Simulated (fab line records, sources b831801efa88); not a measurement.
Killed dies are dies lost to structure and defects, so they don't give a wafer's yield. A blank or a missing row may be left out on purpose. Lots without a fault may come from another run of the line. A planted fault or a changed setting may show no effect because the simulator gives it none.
Problem report in the 8D (eight disciplines) form, filled by code | flow sky130 | the parts of the form that need people (team, actions taken, sign-off) are left out

1. THE PROBLEM
VIA1_HDPCVD_THK at SKY_VIA1_THK_MEAS_01 reads a mean of 816 nm on 2 wafers of 2 lots; wafers without a fault read 1023 nm with a standard deviation of 11. That is -19 standard deviations from the usual mean.
First seen on wafer L974.4, day 37 10:56, on film_metro-02. The record holds 42 wafers of 14 lots with a number at this step. Rule for "out", or "out of limits": more than 4 standard deviations from the usual mean. The other wafers with a number count as sound.

2. WHAT IT IS AND WHAT IT IS NOT
question                    | is                           | is not
which readings at this step | VIA1_HDPCVD_THK              | -
which lots                  | L974, L976                   | L961, L962, L964, L966, L967, L968, L972, L975, L977, L979, L982, L983
which wafers of those lots  | L974.4, L976.5               | L974.1, L974.3, L976.4, L976.6
read on which gauges        | film_metro-02, film_metro-04 | film_metro-03
when                        | from day 37 10:56            | up to then (23 sound wafers); but 17 sound wafers of L975, L976, L977, L979, L982, L983 came after

3. SUSPECTS, AND WHAT RULES EACH OUT
Counting: a tool at a process step up to the reading stays a suspect if it ran every lot that is out. Sound lots after the first of them don't rule it out here, since some wafers of a struck lot are sound.
- the gauge at SKY_VIA1_THK_MEAS_01: ruled out. The wafers that are out were read on 2 gauges (film_metro-02, film_metro-04).
- rie_diel-01 at SKY_CONTACT_ETCH_16 (etches BARC in N2/H2, stops on SiO2, time 45.9 s, target depth 60 nm): kept. It ran every lot that is out, first L974 (day 36 05:50); its last sound lot up to then is L972 (day 35 14:37).
- pvd_sputter-01 at SKY_METAL1_SPUTTER_03 (material Ti, target thk 5 nm, time 3.3 s): kept. It ran every lot that is out, first L974 (day 36 07:19); its last sound lot up to then is L972 (day 35 16:05).
- hdpcvd-01 at SKY_VIA1_HDPCVD_00 (deposits SiO2, target thk 1030 nm, time 171.7 s): kept. It ran every lot that is out, first L974 (day 37 10:50); its last sound lot up to then is L972 (day 36 20:29).
Left after counting: rie_diel-01 at SKY_CONTACT_ETCH_16, pvd_sputter-01 at SKY_METAL1_SPUTTER_03, hdpcvd-01 at SKY_VIA1_HDPCVD_00.

4. THE CAUSE (what the simulator had put in)
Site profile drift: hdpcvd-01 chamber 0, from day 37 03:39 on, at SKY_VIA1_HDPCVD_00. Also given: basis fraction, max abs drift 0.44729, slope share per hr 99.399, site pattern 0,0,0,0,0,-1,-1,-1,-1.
Counting left 3 suspects, and this tool is among them.

5. THE CHAIN OF EFFECTS, in route order
Each row: a reading whose mean over the struck wafers that have a number lies more than 3 standard deviations from the usual. Only readings for which the record gives a usual standard deviation are gone through. hours: the time from each lot's start at the first step in this table that gives one to its start at this step, as a median over the lots. sigmas: the change in usual standard deviations.
hours | step                 | reading         | usual      | on struck wafers | change | sigmas
0     | SKY_VIA1_THK_MEAS_01 | VIA1_HDPCVD_THK | 1023 nm    | 816              | -207   | -19
26    | SKY_VIA1_ETCH_15     | oes_product_au  | 0.981 a.u. | 0.741            | -0.240 | -42
The process steps in it:
- SKY_VIA1_ETCH_15: etches SiO2 in C4F8/O2/Ar, stops on TiN, target depth 351 nm, time 54 s.

6. WHAT WOULD HAVE CAUGHT IT SOONER
In this record the first reading out of limits at a measuring or inspecting step was taken at day 37 10:56, 7 hours after the fault began at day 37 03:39.
Of the lots that are out (2), L976 began SKY_VIA1_HDPCVD_00 on hdpcvd-01 after day 37 10:56. A hold on the tool at that time would have spared it.
